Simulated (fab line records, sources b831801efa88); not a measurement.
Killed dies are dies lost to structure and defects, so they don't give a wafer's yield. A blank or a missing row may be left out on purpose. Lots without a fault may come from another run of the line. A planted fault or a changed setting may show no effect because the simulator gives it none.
Chamber matching | flow sky130 | SKY_CONTACT_CMP_04 on cmp-01: 4 sister chambers
The step polishes SiO2. 24 wafers are shown with their chamber, then 12 later ones without.

WAFERS WITH THEIR CHAMBER
wafer  | chamber | motor_current_A (A) | time_to_endpoint_s (s) | edge_zone_pressure_frac
L074.3 | 0       | 10.2                | 75                     | 0.992
L074.5 | 1       | 10.9                | 81                     | 1.007
L074.6 | 2       | 13.3                | 85                     | 1.010
L078.1 | 2       | 13.7                | 81                     | 1.012
L078.3 | 0       | 9.5                 | 81                     | 0.992
L078.6 | 3       | 11.3                | 84                     | 1.001
L080.2 | 2       | 14.1                | 84                     | 0.991
L080.5 | 1       | 10.4                | 78                     | 1.005
L080.6 | 2       | 13.2                | 86                     | 0.998
L079.3 | 0       | 10.4                | 84                     | 0.998
L079.4 | 2       | 13.3                | 88                     | 0.999
L079.5 | 0       | 9.8                 | 84                     | 0.995
L084.1 | 0       | 10.4                | 84                     | 1.007
L084.5 | 2       | 13.3                | 91                     | 1.004
L084.6 | 3       | 10.8                | 88                     | 0.997
L083.1 | 2       | 13.6                | 89                     | 1.008
L083.2 | 0       | 10.4                | 79                     | 0.994
L083.4 | 3       | 11.2                | 90                     | 1.002
L087.2 | 2       | 14.5                | 86                     | 0.995
L087.3 | 0       | 9.6                 | 81                     | 1.004
L087.5 | 1       | 10.5                | 76                     | 1.003
L088.1 | 2       | 14.0                | 88                     | 0.995
L088.2 | 1       | 11.2                | 74                     | 1.005
L088.4 | 0       | 10.0                | 77                     | 1.003

SIGNATURES (means of the wafers above)
reading                 | chamber 0 | chamber 1 | chamber 2 | chamber 3 | scatter within a chamber
motor_current_A         | 10.037    | 10.750    | 13.667    | 11.100    | 0.396
time_to_endpoint_s      | 80.62     | 77.25     | 86.44     | 87.33     | 3.14
edge_zone_pressure_frac | 0.99812   | 1.00500   | 1.00133   | 1.00000   | 0.00594
Rule: a wafer's distance from a chamber is the root of the sum, over the readings, of the square of ((its reading less the chamber's mean) divided by the reading's scatter). The wafer belongs to the nearest chamber; if the next one is less than 2 further off, it can't be placed. The scatter: the root of (the sum of the squares of (reading less its chamber's mean) over the shown wafers, divided by (wafers less chambers)).

WAFERS WITHOUT THEIR CHAMBER
wafer  | motor_current_A (A) | time_to_endpoint_s (s) | edge_zone_pressure_frac
L091.3 | 11.2                | 81                     | 1.000
L091.4 | 10.5                | 72                     | 1.000
L091.5 | 11.8                | 83                     | 0.993
L093.1 | 11.0                | 89                     | 1.005
L093.2 | 10.6                | 78                     | 0.997
L093.6 | 13.6                | 86                     | 0.996
L095.1 | 9.5                 | 75                     | 0.992
L095.3 | 11.4                | 88                     | 1.008
L095.5 | 10.6                | 87                     | 1.003
L097.1 | 12.8                | 81                     | 1.001
L097.2 | 10.9                | 84                     | 0.996
L097.5 | 10.4                | 72                     | 1.004

WHICH CHAMBER EACH WENT THROUGH
wafer  | from the rows above          | in truth
L091.3 | can't be placed: 1 or 3 or 0 | 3
L091.4 | can't be placed: 1 or 0      | 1
L091.5 | can't be placed: 3 or 1      | 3
L093.1 | 3                            | 3
L093.2 | can't be placed: 1 or 0 or 3 | 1
L093.6 | 2                            | 2
L095.1 | can't be placed: 0 or 1      | 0
L095.3 | 3                            | 3
L095.5 | can't be placed: 3 or 0 or 1 | 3
L097.1 | can't be placed: 2 or 3      | 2
L097.2 | can't be placed: 3 or 0 or 1 | 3
L097.5 | can't be placed: 1 or 0      | 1
Placed correctly: 3 of 12. Can't be placed from these rows: 9 (the true chamber is among the candidates in 9). Placed wrongly: 0.
